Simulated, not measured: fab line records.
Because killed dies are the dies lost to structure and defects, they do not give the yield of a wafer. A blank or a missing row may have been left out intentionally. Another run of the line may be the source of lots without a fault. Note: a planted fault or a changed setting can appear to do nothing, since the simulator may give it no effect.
Which of the tools did it? -- flow sky130 -- 13 lots with 39 wafers sampled at 4 steps, on a route of 708 steps

## WHAT THE GAUGES SHOWED, per wafer
SKY_FIELD_ISO_BOW_MEAS_00.
lot,measured,on,INCOMING_BOW (um)
L743,day 1 10:00,filmMetro-04,-6 6 7
L744,day 1 15:00,filmMetro-02,0 8 8
L748,day 2 11:00,filmMetro-04,7 -2 16
L755,day 3 22:00,filmMetro-01,-3 -2 2
L756,day 4 03:00,filmMetro-04,-5 -1 -2
L757,day 4 08:00,filmMetro-01,3 -13 -8
L758,day 4 13:01,filmMetro-01,-1 4 5
L760,day 4 23:00,filmMetro-02,-8 -7 -12
L761,day 5 04:00,filmMetro-02,1 -9 -5
L762,day 5 09:04,filmMetro-01,1 7 4
L763,day 5 14:02,filmMetro-04,2 2 -4
L764,day 5 19:01,filmMetro-04,0 2 1
L766,day 6 05:00,filmMetro-01,3 0 -7

SKY_PWDE_OVL_MEAS_07.
lot,measured,on,PWDE_OVL (nm)
L743,day 3 20:35,overlay-02,0.3 0.0 -0.2
L744,day 4 01:19,overlay-02,2.7 0.5 1.8
L748,day 5 00:50,overlay-02,1.6 1.0 1.8
L755,day 6 17:02,overlay-02,2.0 1.2 0.6
L756,day 7 05:43,overlay-02,0.9 3.4 3.7
L757,day 7 11:22,overlay-02,3.2 2.0 2.0
L758,day 7 14:49,overlay-02,0.3 0.6 -0.5
L760,day 7 21:38,overlay-01,0.3 0.1 1.7
L761,day 8 03:49,overlay-01,-0.5 -0.1 -1.4
L762,day 8 10:18,overlay-02,2.0 0.2 1.6
L763,day 8 14:53,overlay-01,-2.5 -1.5 -1.6
L764,day 8 21:26,overlay-01,-1.1 -1.5 -1.0
L766,day 9 03:53,overlay-02,0.8 0.2 1.1

SKY_VT_ADJUST_HVTP_CD_MEAS_07: the cd target is 380 nm.
lot,measured,on,cdNm (nm)
L743,day 6 02:47,cdSem-02,387.3 384.3 384.3
L744,day 6 07:53,cdSem-02,378.7 378.0 378.0
L748,day 7 09:55,cdSem-02,378.4 376.0 376.6
L755,day 9 06:10,cdSem-02,377.0 381.6 382.9
L756,day 9 22:37,cdSem-02,382.1 382.4 383.4
L757,day 10 03:01,cdSem-02,379.3 382.9 382.2
L758,day 10 07:32,cdSem-02,382.3 380.5 377.4
L760,day 10 14:50,cdSem-02,377.8 380.2 378.3
L761,day 10 21:59,cdSem-02,379.7 377.9 377.5
L762,day 11 05:08,cdSem-02,378.4 379.6 379.8
L763,day 11 10:25,cdSem-01,378.2 380.0 377.2
L764,day 11 19:08,cdSem-01,378.6 376.3 378.5
L766,day 12 04:14,cdSem-02,383.4 384.3 385.2

## EACH LOT AND THE TOOL THAT RAN IT (in order: tool; ch and the chambers of the sampled wafers; start)
lot,SKY_NWELL_EXPOSE_07
L743,"ilineStepper-02 ch 0, day 4 06:16"
L744,"ilineStepper-02 ch 0, day 4 10:29"
L748,"ilineStepper-01 ch 0, day 5 09:37"
L755,"ilineStepper-02 ch 0, day 7 03:14"
L756,"ilineStepper-01 ch 0, day 7 16:14"
L757,"ilineStepper-01 ch 0, day 7 22:06"
L758,"ilineStepper-01 ch 0, day 8 01:17"
L760,"ilineStepper-02 ch 0, day 8 08:11"
L761,"ilineStepper-01 ch 0, day 8 14:41"
L762,"ilineStepper-02 ch 0, day 8 20:29"
L763,"ilineStepper-02 ch 0, day 9 01:14"
L764,"ilineStepper-01 ch 0, day 9 07:27"
L766,"ilineStepper-01 ch 0, day 9 16:05"
- SKY_NWELL_EXPOSE_07: exposes mask NWM, target cd 840 nm.

## WHAT THE TOOLS THEMSELVES READ (means of the sampled wafers that have a number; where no wafer has one, the mark that the record gives instead)
SKY_NWELL_EXPOSE_07.
lot,tool,focusOffsetNm (nm)
L743,ilineStepper-02,0.3
L744,ilineStepper-02,-0.2
L748,ilineStepper-01,0.5
L755,ilineStepper-02,0.4
L756,ilineStepper-01,-0.6
L757,ilineStepper-01,0.3
L758,ilineStepper-01,-0.0
L760,ilineStepper-02,0.2
L761,ilineStepper-01,0.5
L762,ilineStepper-02,0.5
L763,ilineStepper-02,-0.4
L764,ilineStepper-01,-0.2
L766,ilineStepper-01,-0.4

## THE ANSWER, worked out from the rows above alone
Rule: the usual values come from the lots themselves. Put in order of their means at a reading, lots are off if they are a third of the lots or fewer, leave a main group of 4 or more, and stand apart from it by a gap of 3 or more times the standard deviation of the main group's means; of several such gaps the widest counts. Not used: any main group whose means are identical at the precision the tables above print for the reading. Also off: a lot with no number at a reading for which 4 or more lots have one. Where the step has rows for the other lots, those lots are counted as sound. Order of review: gauges by route order, followed by the tools' own readings, for which a lot's mean as printed above is used. The first step at which some lot is off is used, and at that step the reading that is off furthest; a lot without a number counts as furthest.
Nothing can be told from this: no lot is off at any reading shown.

## WHAT THE SIMULATOR HAD INSERTED
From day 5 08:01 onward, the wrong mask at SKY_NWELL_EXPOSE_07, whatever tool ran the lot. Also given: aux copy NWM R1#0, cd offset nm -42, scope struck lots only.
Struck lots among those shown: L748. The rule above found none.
